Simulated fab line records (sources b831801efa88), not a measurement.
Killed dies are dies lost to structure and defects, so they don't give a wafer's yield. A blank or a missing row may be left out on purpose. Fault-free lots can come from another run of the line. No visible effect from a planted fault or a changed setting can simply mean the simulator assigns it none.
Matching of chambers :: flow sky130 :: SKY_POLY_GATE_ETCH_15 on rieDiel-03 has 4 sister chambers
The step etches BARC in N2/H2, stops on SiO2, time 118.5 s, target depth 110 nm. 36 wafers are shown with their chamber, then 12 later ones without.

WAFERS WITH THEIR CHAMBER
wafer: L075.2
chamber: 0
drypumpMotorCurrentA (A): 6.7
oesProductAu (a.u.): 0.706
throttleValvePct (%): 13.212

wafer: L075.3
chamber: 2
drypumpMotorCurrentA (A): 6.1
oesProductAu (a.u.): 0.714
throttleValvePct (%): 13.199

wafer: L075.5
chamber: 2
drypumpMotorCurrentA (A): 6.1
oesProductAu (a.u.): 0.717
throttleValvePct (%): 13.202

wafer: L077.1
chamber: 2
drypumpMotorCurrentA (A): 6.1
oesProductAu (a.u.): 0.719
throttleValvePct (%): 13.201

wafer: L077.2
chamber: 1
drypumpMotorCurrentA (A): 4.9
oesProductAu (a.u.): 0.708
throttleValvePct (%): 13.216

wafer: L077.3
chamber: 3
drypumpMotorCurrentA (A): 6.4
oesProductAu (a.u.): 0.717
throttleValvePct (%): 13.209

wafer: L077.4
chamber: 0
drypumpMotorCurrentA (A): 6.7
oesProductAu (a.u.): 0.717
throttleValvePct (%): 13.203

wafer: L077.5
chamber: 2
drypumpMotorCurrentA (A): 6.1
oesProductAu (a.u.): 0.719
throttleValvePct (%): 13.179

wafer: L077.6
chamber: 1
drypumpMotorCurrentA (A): 5.0
oesProductAu (a.u.): 0.712
throttleValvePct (%): 13.204

wafer: L078.1
chamber: 0
drypumpMotorCurrentA (A): 6.7
oesProductAu (a.u.): 0.720
throttleValvePct (%): 13.201

wafer: L078.2
chamber: 3
drypumpMotorCurrentA (A): 6.4
oesProductAu (a.u.): 0.719
throttleValvePct (%): 13.219

wafer: L078.6
chamber: 1
drypumpMotorCurrentA (A): 5.0
oesProductAu (a.u.): 0.718
throttleValvePct (%): 13.210

wafer: L079.1
chamber: 3
drypumpMotorCurrentA (A): 6.4
oesProductAu (a.u.): 0.707
throttleValvePct (%): 13.202

wafer: L079.5
chamber: 2
drypumpMotorCurrentA (A): 6.1
oesProductAu (a.u.): 0.720
throttleValvePct (%): 13.214

wafer: L079.6
chamber: 3
drypumpMotorCurrentA (A): 6.4
oesProductAu (a.u.): 0.713
throttleValvePct (%): 13.202

wafer: L080.1
chamber: 1
drypumpMotorCurrentA (A): 5.0
oesProductAu (a.u.): 0.724
throttleValvePct (%): 13.196

wafer: L080.2
chamber: 3
drypumpMotorCurrentA (A): 6.4
oesProductAu (a.u.): 0.713
throttleValvePct (%): 13.216

wafer: L080.5
chamber: 1
drypumpMotorCurrentA (A): 4.9
oesProductAu (a.u.): 0.711
throttleValvePct (%): 13.201

wafer: L081.1
chamber: 0
drypumpMotorCurrentA (A): 6.7
oesProductAu (a.u.): 0.718
throttleValvePct (%): 13.210

wafer: L081.3
chamber: 3
drypumpMotorCurrentA (A): 6.4
oesProductAu (a.u.): 0.712
throttleValvePct (%): 13.191

wafer: L081.6
chamber: 1
drypumpMotorCurrentA (A): 5.0
oesProductAu (a.u.): 0.719
throttleValvePct (%): 13.207

wafer: L084.1
chamber: 2
drypumpMotorCurrentA (A): 6.1
oesProductAu (a.u.): 0.717
throttleValvePct (%): 13.225

wafer: L084.2
chamber: 1
drypumpMotorCurrentA (A): 5.0
oesProductAu (a.u.): 0.721
throttleValvePct (%): 13.223

wafer: L084.3
chamber: 0
drypumpMotorCurrentA (A): 6.6
oesProductAu (a.u.): 0.713
throttleValvePct (%): 13.212

wafer: L084.4
chamber: 3
drypumpMotorCurrentA (A): 6.5
oesProductAu (a.u.): 0.713
throttleValvePct (%): 13.217

wafer: L084.5
chamber: 2
drypumpMotorCurrentA (A): 6.1
oesProductAu (a.u.): 0.715
throttleValvePct (%): 13.224

wafer: L084.6
chamber: 1
drypumpMotorCurrentA (A): 4.9
oesProductAu (a.u.): 0.714
throttleValvePct (%): 13.200

wafer: L087.1
chamber: 3
drypumpMotorCurrentA (A): 6.4
oesProductAu (a.u.): 0.717
throttleValvePct (%): 13.218

wafer: L087.2
chamber: 1
drypumpMotorCurrentA (A): 4.9
oesProductAu (a.u.): 0.710
throttleValvePct (%): 13.199

wafer: L087.5
chamber: 3
drypumpMotorCurrentA (A): 6.4
oesProductAu (a.u.): 0.711
throttleValvePct (%): 13.221

wafer: L086.4
chamber: 3
drypumpMotorCurrentA (A): 6.4
oesProductAu (a.u.): 0.714
throttleValvePct (%): 13.210

wafer: L086.5
chamber: 1
drypumpMotorCurrentA (A): 4.9
oesProductAu (a.u.): 0.720
throttleValvePct (%): 13.217

wafer: L086.6
chamber: 3
drypumpMotorCurrentA (A): 6.4
oesProductAu (a.u.): 0.715
throttleValvePct (%): 13.211

wafer: L090.2
chamber: 1
drypumpMotorCurrentA (A): 4.9
oesProductAu (a.u.): 0.714
throttleValvePct (%): 13.217

wafer: L090.3
chamber: 3
drypumpMotorCurrentA (A): 6.4
oesProductAu (a.u.): 0.720
throttleValvePct (%): 13.212

wafer: L090.6
chamber: 0
drypumpMotorCurrentA (A): 6.7
oesProductAu (a.u.): 0.721
throttleValvePct (%): 13.219

SIGNATURES (averages over the wafers above)
reading: drypumpMotorCurrentA
chamber 0: 6.683
chamber 1: 4.945
chamber 2: 6.100
chamber 3: 6.408
scatter within a chamber: 0.0374

reading: oesProductAu
chamber 0: 0.71583
chamber 1: 0.71555
chamber 2: 0.71729
chamber 3: 0.71425
scatter within a chamber: 0.00431

reading: throttleValvePct
chamber 0: 13.20950
chamber 1: 13.20818
chamber 2: 13.20629
chamber 3: 13.21067
scatter within a chamber: 0.0104
Rule: a wafer lies at a distance from a chamber equal to the root of the sum of squares, over the readings, of (its reading less the chamber's mean, divided by the reading's scatter). The wafer belongs to the nearest chamber; if the next one is less than 2 further off, it can't be placed. The scatter: the root of (the sum of the squares of (reading less its chamber's mean) over the shown wafers, divided by (wafers less chambers)).

WAFERS WHOSE CHAMBER IS MISSING
wafer: L092.1
drypumpMotorCurrentA (A): 6.6
oesProductAu (a.u.): 0.716
throttleValvePct (%): 13.217

wafer: L092.2
drypumpMotorCurrentA (A): 6.1
oesProductAu (a.u.): 0.709
throttleValvePct (%): 13.216

wafer: L092.6
drypumpMotorCurrentA (A): 6.1
oesProductAu (a.u.): 0.712
throttleValvePct (%): 13.213

wafer: L094.1
drypumpMotorCurrentA (A): 6.7
oesProductAu (a.u.): 0.721
throttleValvePct (%): 13.198

wafer: L094.2
drypumpMotorCurrentA (A): 4.9
oesProductAu (a.u.): 0.715
throttleValvePct (%): 13.207

wafer: L094.4
drypumpMotorCurrentA (A): 6.4
oesProductAu (a.u.): 0.711
throttleValvePct (%): 13.215

wafer: L095.1
drypumpMotorCurrentA (A): 6.1
oesProductAu (a.u.): 0.719
throttleValvePct (%): 13.224

wafer: L095.2
drypumpMotorCurrentA (A): 5.0
oesProductAu (a.u.): 0.713
throttleValvePct (%): 13.217

wafer: L095.3
drypumpMotorCurrentA (A): 6.4
oesProductAu (a.u.): 0.718
throttleValvePct (%): 13.219

wafer: L095.4
drypumpMotorCurrentA (A): 6.7
oesProductAu (a.u.): 0.725
throttleValvePct (%): 13.217

wafer: L095.5
drypumpMotorCurrentA (A): 6.1
oesProductAu (a.u.): 0.722
throttleValvePct (%): 13.221

wafer: L095.6
drypumpMotorCurrentA (A): 5.0
oesProductAu (a.u.): 0.721
throttleValvePct (%): 13.198

EACH ONE'S CHAMBER
wafer: L092.1
from the rows above: 0
in truth: 0

wafer: L092.2
from the rows above: 2
in truth: 2

wafer: L092.6
from the rows above: 2
in truth: 2

wafer: L094.1
from the rows above: 0
in truth: 0

wafer: L094.2
from the rows above: 1
in truth: 1

wafer: L094.4
from the rows above: 3
in truth: 3

wafer: L095.1
from the rows above: 2
in truth: 2

wafer: L095.2
from the rows above: 1
in truth: 1

wafer: L095.3
from the rows above: 3
in truth: 3

wafer: L095.4
from the rows above: 0
in truth: 0

wafer: L095.5
from the rows above: 2
in truth: 2

wafer: L095.6
from the rows above: 1
in truth: 1
Correctly placed: 12 of 12. Not placeable from these rows: 0. Number placed wrongly: 0.
